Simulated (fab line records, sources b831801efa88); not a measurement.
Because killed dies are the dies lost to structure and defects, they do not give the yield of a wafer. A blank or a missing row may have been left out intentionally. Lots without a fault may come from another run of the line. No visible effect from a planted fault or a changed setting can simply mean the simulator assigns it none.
Matching of chambers	flow sky130	cmp-02 running SKY_VIA3_CMP_02: 4 sister chambers
The step polishes SiO2. 4 wafers are shown with their chamber, then 12 later ones without.

## WAFERS WITH THEIR CHAMBER
wafer	chamber	motor current A (A)
L089.1	0	10.6
L091.3	3	14.8
L091.4	1	11.8
L091.6	2	13.7

## WAFERS WITH NO CHAMBER GIVEN
wafer	motor current A (A)
L094.2	10.8
L094.3	11.4
L094.4	13.3
L095.1	10.8
L095.3	12.2
L095.5	13.8
L096.1	11.7
L096.3	15.1
L096.4	13.6
L097.2	11.3
L097.4	15.1
L097.5	11.5

## THE CHAMBER EACH PASSED THROUGH
wafer	from the rows above	in truth
L094.2	0	0
L094.3	can't be placed: 1 or 0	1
L094.4	2	2
L095.1	0	0
L095.3	1	1
L095.5	2	2
L096.1	1	1
L096.3	3	3
L096.4	2	2
L097.2	can't be placed: 1 or 0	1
L097.4	3	3
L097.5	can't be placed: 1 or 0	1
Correctly placed: 9 of 12. Cannot be placed on the basis of these rows: 3; the candidates contain the true chamber in 3. Wrongly placed: 0.
How it was worked out, from the rows above alone: a wafer's distance from a chamber is the root of the sum, over the readings, of the square of ((its reading less the chamber's mean) divided by the reading's scatter). The wafer belongs to the nearest chamber; if the next one is less than 2 further off, it can't be placed. A chamber's mean is the mean of its shown wafers. The scatter (one wafer shown for each chamber): square how far every hidden wafer sits from the nearest shown wafer, average those squares and take the square root.
